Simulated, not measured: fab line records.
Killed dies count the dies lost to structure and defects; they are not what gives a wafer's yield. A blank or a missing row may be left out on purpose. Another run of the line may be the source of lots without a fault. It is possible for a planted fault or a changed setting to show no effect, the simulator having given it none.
A struck lot beside a sound one :: flow gf180mcu :: 15 out of 602 route steps
Sound: these wafers, L275.2, L275.4, L275.6. Wafers struck: L285.3, L285.4, L285.6. The cause is given at the end.
Order at every step that has rows: each side's tool, ch and its chambers, its first start. Under that, the readings that differ: sound wafers :: struck wafers :: difference of the means :: sigmas: that difference in standard deviations of wafers without a fault.
alike: same words and numbers on both sides, and readings whose means sit less than 2 such deviations apart. not compared: any withheld reading, any reading some wafer has no value for, any bound like >300 that may hide the same value, and any number with overlapping values for which the record gives no deviation.
The two part at a step that has a row with sigmas, a row that says differs or no value, or rows on one side only. Numbers that don't overlap but have no deviation are shown without sigmas and don't part them. A reading missing from all wafers of one side parts the sides only when that side holds two or more wafers.

first, 1 step without rows for these wafers: GF_HV_LDD_CVD_56 (deposits Si3N4 from DCS/NH3, target thk 90 nm, time 1543 s).
GF_HV_LDD_THK_MEAS_57:
  struck on film_metro-03, day 15 16:13; sound on film_metro-04, day 12 20:34
  alike: HV_LDD_CVD_56_THK
GF_HV_LDD_ETCHBACK_58: etches Si3N4 in CH3F/O2, stops on SiO2, time 100 s, target depth 90 nm.
  sound on rie_diel-04 ch 0,3, day 12 20:37; struck on rie_diel-04 ch 1,3, day 15 16:15
  alike: O2_flow_sccm, drypump_motor_current_A, oes_product_au, throttle_valve_pct
  not compared: rf_hours_counter_h
then, 7 steps without rows for these wafers: GF_NSD_DEHYDRATE_00 (time 60 s); GF_NSD_HMDS_01 (prime time 60 s); GF_NSD_COAT_02 (resist thk 1000 nm); GF_NSD_SOFTBAKE_03 (time 60 s); GF_NSD_EXPOSE_04 (exposes mask Nplus, target cd 400 nm); GF_NSD_PEB_05; GF_NSD_DEVELOP_06 (develop time 60 s).
GF_NSD_CD_MEAS_07: target cd 400 nm.
  struck on cd_sem-02, day 16 13:59; sound on cd_sem-01, day 13 16:25
  alike: cd_nm
GF_NSD_OVL_MEAS_08:
  struck on overlay-02, day 16 14:04; sound on overlay-02, day 13 16:32
  alike: NSD_OVL
GF_NSD_IMPLANT_09:
  sound on implanter-03 ch 0, day 13 16:35; struck on implanter-01 ch 0, day 16 14:08
reading: tilt_deg (degrees)
sound: 7.010 7.013 7.047
struck: 7.490 7.486 7.509
difference: +0.472
sigmas: +26
then, 1 step without rows for these wafers: GF_NSD_IMPLANT_10.
GF_PASSIVATION_PROBE_99:
  rows exist in the record for the sound wafers here (prober-02, day 29 11:32), none for the struck ones

## WHERE THEY PART
Earliest at GF_NSD_IMPLANT_09; latest, in this record, at GF_PASSIVATION_PROBE_99.

WHY: what the simulator had put in
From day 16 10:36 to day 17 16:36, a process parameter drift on implanter-01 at GF_NSD_IMPLANT_09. The setting tilt_deg was moved by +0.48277, starting from 7. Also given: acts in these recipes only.
